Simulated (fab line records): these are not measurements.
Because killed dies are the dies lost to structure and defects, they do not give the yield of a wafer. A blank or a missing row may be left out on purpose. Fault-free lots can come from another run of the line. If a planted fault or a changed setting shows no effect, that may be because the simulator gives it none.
One fault seen from 2 desks | flow gf180mcu | every desk sees just its own numbers, and what lay behind them comes last

## THE METROLOGY DESK
Lot by lot, what the gauges showed, no matter which tool ran the lot: averages of those sampled wafers that carry a number. If a lot's mean is further than 4 standard deviations from the usual mean, the lot is out of limits and carries the mark OUT (the distance appears in the brackets).
Columns: A = DUAL_GATE_OVL at GF_DUAL_GATE_OVL_MEAS_11, usual 0.4 nm; B = cd-nm at GF_HV_LDD_CD_MEAS_19, usual 399.6 nm; C = HV_LDD_2_TW at GF_HV_LDD_TW_MEAS_23, usual 1052
lot  | first seen here | A    | B     | C
L756 | day 8 09:16     | 0.8  | 405.5 | 1050
L757 | day 8 15:48     | 1.6  | 400.0 | 1050
L758 | day 8 22:33     | 0.5  | 398.3 | 1051
L759 | day 9 04:49     | 0.4  | 399.3 | 1045
L761 | day 9 20:31     | -0.0 | 396.7 | 1049
L763 | day 10 06:19    | 0.2  | 402.4 | 1061
L765 | day 10 21:43    | 1.2  | 401.1 | 1055
L766 | day 11 01:46    | -0.4 | 399.0 | 1050
L767 | day 11 16:10    | 0.6  | 398.6 | 1050
L768 | day 11 23:22    | 1.0  | 400.3 | 1053
L769 | day 12 01:52    | 0.3  | 398.7 | 1046
L770 | day 12 07:43    | 0.2  | 397.7 | 1010 (-7.9) OUT
L771 | day 12 15:08    | -0.9 | 398.5 | 1006 (-8.4) OUT
L774 | day 13 13:07    | -1.5 | 400.8 | 1010 (-7.8) OUT
L777 | day 14 06:52    | 1.3  | 396.3 | 1062
Per this desk, out of limits: L770, L771, L774; the first was L770, day 15 05:41 (HV_LDD_2_TW at GF_HV_LDD_TW_MEAS_23). In limits: L756, L757, L758, L759, L761, L763, L765, L766, L767, L768, L769, L777.

## THE TOOL OWNER'S DESK: implanter-01
GF_HV_LDD_IMPLANT_21, tool's own readings: per-lot mean of the sampled wafers with a number, covering each lot this tool ran. If a lot's mean is further than 4 standard deviations from the usual mean, the lot is out of limits and carries the mark OUT (the distance appears in the brackets).
Columns: A = beam-on-s at GF_HV_LDD_IMPLANT_21, usual 9.99 s; B = faraday-current-uA at GF_HV_LDD_IMPLANT_21, usual 282; C = tilt-deg at GF_HV_LDD_IMPLANT_21, usual 6.999 degrees
lot  | first seen here | A               | B              | C
L757 | day 11 01:18    | 9.70            | 289            | 6.970
L761 | day 12 09:12    | 9.90            | 284            | 7.001
L766 | day 13 17:54    | 10.03           | 281            | 7.004
L769 | day 14 20:04    | 10.19           | 277            | 6.998
L770 | day 15 05:28    | 8.72 (-6.7) OUT | 328 (+8.7) OUT | 7.001
L771 | day 15 13:19    | 8.69 (-6.9) OUT | 328 (+8.7) OUT | 6.975
L774 | day 16 11:47    | 8.75 (-6.5) OUT | 325 (+8.1) OUT | 7.019
This desk's finding: out of limits on L770, L771, L774; first on L770, day 15 05:28 (beam-on-s at GF_HV_LDD_IMPLANT_21). In limits: L757, L761, L766, L769.

## PUT TOGETHER
An alarm could have come from the tool owner's desk at day 15 05:28, on L770, L771, L774.
L770, L771, L774 would have let the metrology desk raise an alarm at day 15 05:41.
Every lot named ran GF_HV_LDD_IMPLANT_21 on implanter-01.

## WHAT THE SIMULATOR HAD INSERTED
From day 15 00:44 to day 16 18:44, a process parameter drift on implanter-01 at GF_HV_LDD_IMPLANT_21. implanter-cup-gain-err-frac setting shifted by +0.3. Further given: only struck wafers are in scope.
Struck lots among those shown: L770, L771, L774.
Time in hours from fault onset to the first out-of-limits reading at each desk: tool owner's desk 5, metrology desk 5.
